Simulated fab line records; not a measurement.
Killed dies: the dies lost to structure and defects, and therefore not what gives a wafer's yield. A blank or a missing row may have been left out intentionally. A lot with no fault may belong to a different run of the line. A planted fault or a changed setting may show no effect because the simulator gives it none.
fab line records ; flow sky130
[record] lots = 13; wafers = 38; last-day = 50
route steps=708 shown LDD_HVP@285 POLY_CUT@317 SD_P@326 PAD_OPEN@708
lots untouched by any fault: they come from a run of this same line in which no faults occurred
start-h: hours from the record's first day to the start of the lot's first wafer shown ; wait-h: how many hours have passed since the lot's step before this one ; " same as the row above ; L1.1+2: a row that stands for several wafers ; - no value, or no start given ; * or withheld: withheld ; < > ~ a bound
route shown NAME@n: a module of which the file shows steps, and the number in the route of the first ; usual: average and standard deviation across the fault-free wafers ; same: alike in all rows ; chamber/n: place in a boat ; sites: each site's reading ; _std_site: the values' standard deviation ; _edge_site: the outer-site mean with the inner-site mean subtracted ; radius-mm: how far each site lies from the wafer's centre ; mask NAME#n: copy n ; behind: the last tool/chamber to shape the wafer ; hold: what put the lot on hold/how long, in hours/how the hold closed ; device: names the non-switching transistor (n, p or np) ; end of line: the tests these same wafers got at the end of their route ; a step given without rows: its recipe and nothing more ; killed: dies that structure and defects cost at the first sort, which is not the same as the wafer's yield ; map: shows each die of a wafer: x if killed, . if not, _ if none is there
set.NAME: the setting as run; set.NAME@STEP: as run at that earlier step ; model.NAME: the simulator's own value behind a step, which no gauge read
steps of the route over a sample of lots; a table a step, a row a wafer
services: a tool's chamber out of use, with start hour (start-h, from the record's first day; less than 0 if before it), hours out, and reason
[[steps]]
[step SKY_LDD_HVP_OVL_MEAS_07]
[usual] LDD_HVP_OVL = 0.0/1.6
lot.wafer;tool;chamber;start-h;wait-h;LDD_HVP_OVL[nm]
L154.1;overlay-01;-;492.36;0.1;1.2
L154.4;overlay-01;-;492.36;0.1;0.8
L154.5;overlay-01;-;492.36;0.1;2.0
L155.2;overlay-01;-;507.37;0.1;-1.2
L155.3;overlay-01;-;507.37;0.1;1.1
L155.5;overlay-01;-;507.37;0.1;-0.6
L156.2;overlay-01;-;521.12;0.1;-0.9
L156.3;overlay-01;-;521.12;0.1;-0.4
L156.4;overlay-01;-;521.12;0.1;-0.4
L157.1;overlay-01;-;532.62;0.1;-3.7
L157.3;overlay-01;-;532.62;0.1;-1.9
L157.5;overlay-01;-;532.62;0.1;-1.1
L158.2;overlay-02;-;533.69;0.1;3.1
L158.5;overlay-02;-;533.69;0.1;1.7
L158.6;overlay-02;-;533.69;0.1;2.0
L162.2;overlay-01;-;572.42;0.1;-3.4
L162.3;overlay-01;-;572.42;0.1;-2.6
L162.4;overlay-01;-;572.42;0.1;-2.7
L165.2;overlay-02;-;601.84;0.1;-1.8
L165.4;overlay-02;-;601.84;0.1;-1.3
L165.5;overlay-02;-;601.84;0.1;-3.0
L167.2;overlay-02;-;612.49;0.1;-1.8
L167.4;overlay-02;-;612.49;0.1;-1.4
L167.5;overlay-02;-;612.49;0.1;-2.2
L169.2;overlay-02;-;622.68;0.1;0.8
L169.5;overlay-02;-;622.68;0.1;1.3
L169.6;overlay-02;-;622.68;0.1;1.5
L171.2;overlay-01;-;640.37;0.1;0.7
L171.3;overlay-01;-;640.37;0.1;-0.3
L171.4;overlay-01;-;640.37;0.1;0.4
L172.1;overlay-01;-;645.69;0.1;1.5
L172.2;overlay-01;-;645.69;0.1;0.6
L176.2;overlay-01;-;668.32;0.1;1.5
L176.3;overlay-01;-;668.32;0.1;0.0
L176.6;overlay-01;-;668.32;0.1;2.2
L177.1;overlay-01;-;678.01;0.1;-0.2
L177.3;overlay-01;-;678.01;0.1;-1.6
L177.6;overlay-01;-;678.01;0.1;-1.4
[step SKY_POLY_CUT_ETCH_10]
[recipe] chemistry = N2/H2; target = BARC; ion-energy-ev = 200; source-w = 500; bias-w = 100; pressure-mtorr = 30; n2-flow-sccm = 100; h2-flow-sccm = 200; stop-on = SiO2; time-s = 45.9; target-depth-a = 600
[usual] chamber-pressure-mTorr = 29.997/0.028; drypump-motor-current-A = 5.7/0.5; oes-product-au = 0.854/0.0048; throttle-valve-pct = 13.224/0.0089
lot.wafer;tool;chamber;start-h;wait-h;chamber-pressure-mTorr;drypump-motor-current-A;oes-product-au;rf-hours-counter-h;throttle-valve-pct
L154.1;rie-diel-04;3;554.59;0.0;29.995;6.3;0.853;26;13.214
L154.4;rie-diel-04;1;554.59;0.0;30.008;5.4;0.857;-;13.226
L154.5;rie-diel-04;3;554.59;0.0;30.000;6.3;0.855;-;13.225
L155.2;rie-diel-01;0;570.03;0.0;30.014;4.8;0.852;2;13.212
L155.3;rie-diel-01;3;570.03;0.0;29.987;5.9;0.859;3;13.228
L155.5;rie-diel-01;1;570.03;0.0;30.029;5.7;0.853;-;13.211
L156.2;rie-diel-01;1;583.49;0.0;29.975;5.6;0.855;17;13.228
L156.3;rie-diel-01;2;583.49;0.0;29.975;6.5;0.855;-;13.234
L156.4;rie-diel-01;1;583.49;0.0;29.997;5.7;0.850;-;13.231
L157.1;rie-diel-04;0;593.58;0.0;29.989;4.9;0.857;3;13.219
L157.3;rie-diel-04;3;593.58;0.0;29.962;6.3;0.846;27;13.228
L157.5;rie-diel-04;3;593.58;0.0;30.018;6.3;0.858;-;13.241
L158.2;rie-diel-03;2;594.28;0.0;30.035;5.5;0.847;46;13.226
L158.5;rie-diel-03;1;594.28;0.0;30.024;6.3;0.853;-;13.225
L158.6;rie-diel-03;2;594.28;0.0;29.960;5.5;0.857;-;13.221
L162.2;rie-diel-04;2;633.49;0.0;30.039;5.5;0.861;1;13.212
L162.3;rie-diel-04;1;633.49;0.0;30.044;5.4;0.859;51;13.219
L162.4;rie-diel-04;0;633.49;0.0;29.985;4.9;0.850;4;13.231
L165.2;rie-diel-01;3;662.84;0.0;30.032;5.9;0.858;5;13.219
L165.4;rie-diel-01;2;662.84;0.0;30.027;6.5;0.855;0;13.214
L165.5;rie-diel-01;0;662.84;0.0;29.987;4.8;0.856;-;13.224
L167.2;rie-diel-04;2;673.03;0.0;29.958;5.5;0.849;2;13.224
L167.4;rie-diel-04;0;673.03;0.0;29.981;4.9;0.858;5;13.230
L167.5;rie-diel-04;1;673.03;0.0;29.962;5.4;0.856;-;13.225
L169.2;rie-diel-03;0;683.49;0.0;30.010;5.4;0.851;17;13.222
L169.5;rie-diel-03;0;683.49;0.0;30.034;5.4;0.852;-;13.226
L169.6;rie-diel-03;1;683.49;0.0;29.981;6.3;0.855;-;13.222
L171.2;rie-diel-03;0;699.59;0.0;29.994;5.5;0.852;18;13.234
L171.3;rie-diel-03;3;699.59;0.0;30.001;5.5;0.851;37;13.230
L171.4;rie-diel-03;2;699.59;0.0;29.999;5.5;0.864;-;13.221
L172.1;rie-diel-01;2;706.18;0.0;30.032;6.5;0.856;1;13.218
L172.2;rie-diel-01;0;706.18;0.0;29.989;4.9;0.849;4;13.233
L176.2;rie-diel-04;0;726.83;0.0;30.005;4.9;0.859;6;13.240
L176.3;rie-diel-04;3;726.83;0.0;29.975;6.3;0.852;30;13.201
L176.6;rie-diel-04;3;726.83;0.0;29.995;6.3;0.859;-;13.223
L177.1;rie-diel-01;2;737.93;0.0;30.071;6.5;0.853;2;13.222
L177.3;rie-diel-01;1;737.93;0.0;29.999;5.6;0.854;20;13.233
L177.6;rie-diel-01;2;737.93;0.0;30.010;6.5;0.864;-;13.228
[step SKY_SD_P_DEVELOP_06]
[recipe] resist = NOVOLAK; developer = TMAH; develop-time-s = 60; dev-temp-c = 23
[usual] developer-temp-C = 22.99/0.11
lot.wafer;tool;chamber;start-h;wait-h;developer-temp-C
L154.1;litho-track-01;0;583.93;0.1;22.93
L154.4;litho-track-01;0;583.93;0.1;22.87
L154.5;litho-track-01;0;583.93;0.1;23.03
L155.2;litho-track-03;0;599.56;0.1;22.97
L155.3;litho-track-03;0;599.56;0.1;22.88
L155.5;litho-track-03;0;599.56;0.1;22.86
L156.2;litho-track-02;0;612.64;0.1;22.85
L156.3;litho-track-02;0;612.64;0.1;22.90
L156.4;litho-track-02;0;612.64;0.1;22.89
L157.1;litho-track-01;0;621.67;0.1;23.00
L157.3;litho-track-01;0;621.67;0.1;22.94
L157.5;litho-track-01;0;621.67;0.1;22.95
L158.2;litho-track-03;0;622.91;0.1;22.97
L158.5;litho-track-03;0;622.91;0.1;22.92
L158.6;litho-track-03;0;622.91;0.1;22.85
L162.2;litho-track-02;0;662.29;0.1;22.97
L162.3;litho-track-02;0;662.29;0.1;23.03
L162.4;litho-track-02;0;662.29;0.1;22.96
L165.2;litho-track-03;0;690.91;0.1;22.93
L165.4;litho-track-03;0;690.91;0.1;22.90
L165.5;litho-track-03;0;690.91;0.1;22.87
L167.2;litho-track-01;0;700.95;0.1;23.04
L167.4;litho-track-01;0;700.95;0.1;23.27
L167.5;litho-track-01;0;700.95;0.1;23.08
L169.2;litho-track-03;0;711.36;0.1;23.56
L169.5;litho-track-03;0;711.36;0.1;23.83
L169.6;litho-track-03;0;711.36;0.1;23.57
L171.2;litho-track-02;0;727.49;0.1;23.01
L171.3;litho-track-02;0;727.49;0.1;23.12
L171.4;litho-track-02;0;727.49;0.1;23.04
L172.1;litho-track-03;0;734.24;0.1;23.67
L172.2;litho-track-03;0;734.24;0.1;23.72
L176.2;litho-track-01;0;753.90;0.1;23.09
L176.3;litho-track-01;0;753.90;0.1;22.98
L176.6;litho-track-01;0;753.90;0.1;22.83
L177.1;litho-track-01;0;764.73;0.1;22.88
L177.3;litho-track-01;0;764.73;0.1;22.91
L177.6;litho-track-01;0;764.73;0.1;22.94
[step SKY_SD_P_STRIP_10]
[recipe] chemistry = O2/N2; power-w = 1400; pressure-mtorr = 1500; platen-temp-c = withheld; o2-flow-sccm = 3000; n2-flow-sccm = 300; overash-fraction = 0.5
[usual] chamber-pressure-mTorr = 1500.1/1.3; drypump-motor-current-A = 5.8/0.46; oes-product-au = 0.618/0.0043; strip-time-to-endpoint-s = 17.48/0.043
lot.wafer;tool;chamber;start-h;wait-h;chamber-pressure-mTorr;drypump-motor-current-A;oes-product-au;rf-hours-counter-h;strip-time-to-endpoint-s
L154.1;plasma-asher-02;1;584.38;0.1;1498.5;5.4;0.612;16;17.50
L154.4;plasma-asher-02;0;584.38;0.1;1501.5;6.2;0.619;-;17.49
L154.5;plasma-asher-02;0;584.38;0.1;1500.0;6.2;0.618;-;17.54
L155.2;plasma-asher-03;1;599.99;0.1;1500.4;6.6;0.614;45;17.51
L155.3;plasma-asher-03;0;599.99;0.1;1501.1;5.4;0.626;-;17.53
L155.5;plasma-asher-03;1;599.99;0.1;1502.3;6.6;0.620;-;17.53
L156.2;plasma-asher-03;0;613.07;0.1;1498.6;5.4;0.615;46;17.42
L156.3;plasma-asher-03;0;613.07;0.1;1499.1;5.4;0.621;-;17.41
L156.4;plasma-asher-03;1;613.07;0.1;1499.6;6.6;0.606;-;17.43
L157.1;plasma-asher-04;0;622.13;0.1;1501.4;5.3;0.614;82;17.50
L157.3;plasma-asher-04;0;622.13;0.1;1499.3;5.3;0.619;-;17.49
L157.5;plasma-asher-04;0;622.13;0.1;1499.4;5.3;0.613;-;17.54
L158.2;plasma-asher-03;1;623.34;0.1;1498.6;6.6;0.614;47;17.52
L158.5;plasma-asher-03;0;623.34;0.1;1497.6;5.4;0.624;-;17.52
L158.6;plasma-asher-03;1;623.34;0.1;1501.3;6.6;0.623;-;17.52
L162.2;plasma-asher-03;0;662.72;0.1;1498.9;5.4;0.617;51;17.47
L162.3;plasma-asher-03;1;662.72;0.1;1502.2;6.5;0.613;-;17.48
L162.4;plasma-asher-03;0;662.72;0.1;1501.8;5.4;0.620;-;17.44
L165.2;plasma-asher-03;0;691.34;0.1;1500.0;5.4;0.611;54;17.48
L165.4;plasma-asher-03;0;691.34;0.1;1500.3;5.4;0.611;-;17.47
L165.5;plasma-asher-03;0;691.34;0.1;1502.0;5.4;0.615;-;17.52
L167.2;plasma-asher-02;1;701.38;0.1;1498.4;5.4;0.622;27;17.44
L167.4;plasma-asher-02;1;701.38;0.1;1500.9;5.4;0.616;-;17.45
L167.5;plasma-asher-02;1;701.38;0.1;1500.1;5.4;0.624;-;17.44
L169.2;plasma-asher-02;1;711.79;0.1;1498.1;5.4;0.623;29;17.52
L169.5;plasma-asher-02;0;711.79;0.1;1499.7;6.2;0.618;-;17.57
L169.6;plasma-asher-02;1;711.79;0.1;1499.0;5.4;0.620;-;17.55
L171.2;plasma-asher-04;0;727.92;0.1;1500.1;5.4;0.616;92;17.42
L171.3;plasma-asher-04;0;727.92;0.1;1500.4;5.3;0.615;-;17.44
L171.4;plasma-asher-04;1;727.92;0.1;1501.4;5.8;0.612;-;17.40
L172.1;plasma-asher-02;1;734.69;0.1;1501.3;5.4;0.621;31;17.49
L172.2;plasma-asher-02;0;734.69;0.1;1500.4;6.2;0.623;31;17.50
L176.2;plasma-asher-04;0;754.33;0.1;1499.7;5.4;0.618;95;17.49
L176.3;plasma-asher-04;1;754.33;0.1;1498.6;5.8;0.617;-;17.52
L176.6;plasma-asher-04;1;754.33;0.1;1499.9;5.8;0.625;-;17.48
L177.1;plasma-asher-04;0;765.21;0.1;1501.4;5.3;0.618;96;17.39
L177.3;plasma-asher-04;0;765.21;0.1;1499.4;5.3;0.619;-;17.41
L177.6;plasma-asher-04;1;765.21;0.1;1500.9;5.8;0.620;-;17.43
[step SKY_PAD_OPEN_PROBE_99]
[usual] killed_at_M0_to_M3 = 43/7.3; killed_at_M4_up = 3.2/1.8; killed-at-contacts = 24/5.8; killed-at-front-end = 16/4.5; killed-at-other = 0.3/0.53; killed-dies = 87/9.9; killed-open = 48/6.8; killed-short = 39/6.9
[same] gross-dies = 492; killed-at-back-side = 0
lot.wafer;tool;chamber;start-h;wait-h;killed_at_M0_to_M3;killed_at_M4_up;killed-at-contacts;killed-at-front-end;killed-at-other;killed-dies;killed-open;killed-short
L158.2;prober-02;-;1100.86;0.1;43;5;19;21;0;88;47;41
L158.5;prober-02;-;1101.01;0.2;43;0;24;20;0;87;50;37
L158.6;prober-02;-;1101.06;0.2;47;3;25;20;0;95;51;44
L169.2;prober-02;-;1158.31;0.1;50;3;19;13;0;85;50;35
L169.5;prober-02;-;1158.46;0.2;35;4;18;10;0;67;37;30
L169.6;prober-02;-;1158.51;0.2;40;5;17;17;0;79;39;40
// killed by level:class
L158.2 VIA3:geometric-particle:open=9 CONTACT:geometric-particle:open=8 VIA1:geometric-particle:open=8 VIA2:geometric-particle:open=6 METAL1:geometric-particle:short=6 VIA1:geometric-particle:short=6 FIELD_ISO:geometric-particle:short=5 FIELD_ISO:geometric-particle:open=5
L158.5 LI_CONTACT:geometric-particle:open=13 FIELD_ISO:geometric-particle:short=7 VIA1:geometric-particle:short=7 VIA1:geometric-particle:open=7 FIELD_ISO:geometric-particle:open=6 METAL1:geometric-particle:short=6 METAL2:geometric-particle:short=6 VIA2:geometric-particle:open=5
L158.6 LOCAL_INTERCONNECT:geometric-particle:short=10 VIA2:geometric-particle:open=10 LI_CONTACT:geometric-particle:open=8 METAL1:geometric-particle:short=7 VIA1:geometric-particle:open=7 METAL2:geometric-particle:short=7 VIA3:geometric-particle:open=7 CONTACT:geometric-particle:open=5
L169.2 VIA1:geometric-particle:open=11 VIA2:geometric-particle:open=9 CONTACT:geometric-particle:open=8 VIA3:geometric-particle:open=7 FIELD_ISO:geometric-particle:open=6 CONTACT:geometric-particle:short=6 FIELD_ISO:geometric-particle:short=5 METAL1:geometric-particle:short=5
L169.5 VIA1:geometric-particle:open=9 CONTACT:geometric-particle:open=6 POLY_GATE:geometric-particle:open=5 FIELD_ISO:geometric-particle:open=4 VIA2:geometric-particle:short=4 LOCAL_INTERCONNECT:geometric-particle:short=4 CONTACT:geometric-particle:short=4 METAL1:geometric-particle:short=4
L169.6 VIA1:geometric-particle:open=11 FIELD_ISO:geometric-particle:short=9 LI_CONTACT:geometric-particle:open=6 METAL2:geometric-particle:short=6 METAL1:geometric-particle:short=5 METAL4:geometric-particle:short=5 CONTACT:geometric-particle:open=4 VIA2:geometric-particle:open=4
[[services]]
tool;chamber;start-h;hours;kind
rie-diel-01;-;545.32;4.3;pm
rie-diel-04;2;551.13;-;clean
rie-diel-04;2;551.13;23.7;scheduled-down
rie-diel-04;2;551.13;23.7;vent-cycle
rie-diel-01;-;552.22;1.2;repair
plasma-asher-03;-;559.82;6.0;repair
plasma-asher-02;-;563.77;1.5;repair
rie-diel-01;3;574.32;22.6;repair
plasma-asher-02;-;575.95;0.7;repair
rie-diel-01;0;580.22;5.4;repair
rie-diel-04;-;607.47;0.2;repair
rie-diel-03;1;613.29;5.2;repair
plasma-asher-03;-;652.74;2.7;repair
rie-diel-03;2;658.10;6.6;repair
rie-diel-01;0;664.33;1.2;repair
rie-diel-01;3;668.31;8.0;repair
rie-diel-04;0;691.05;2.4;repair
rie-diel-04;-;694.11;0.1;repair
plasma-asher-03;-;701.12;5.1;repair
rie-diel-04;3;707.50;12.1;repair
plasma-asher-04;-;709.80;4.5;repair
plasma-asher-04;-;714.29;2.8;pm
rie-diel-04;1;719.56;-;clean
rie-diel-04;1;719.56;18.6;scheduled-down
[[key]]
[first-sign] step = SKY_SD_P_DEVELOP_06; reading = developer-temp-C; direction = up; sigmas = 6; usual = *; struck = *
effect none on later readings
met-at SKY_SD_P_DEVELOP_06
struck-lots L169,L172
tester-left-out L169,L172
[loop-trim] step = SKY_SD_P_EXPOSE_04; setting = dose; lots = L172
not-acting-at SKY_LDD_HVP_OVL_MEAS_07,SKY_POLY_CUT_ETCH_10,SKY_SD_P_STRIP_10
onset-between 690.91 711.36
[fault] kind = process-parameter-drift; tool = litho-track-03; chamber = -; onset-h = 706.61; steps = SKY_SD_P_DEVELOP_06; channel = dev-temp-c; offset = *; shape = step; end-h = 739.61; acts-in = *; stated = *
// tester-left-out: of these lots the tester's yield and bins aren't shown, on N5 and GAA mostly nor the transistor test; their killed dies are dies lost to structure and defects alone, not to doping, threshold or leakage, so they don't give the yield
// loop-trim: a control loop set the setting to another value than it would have without faults
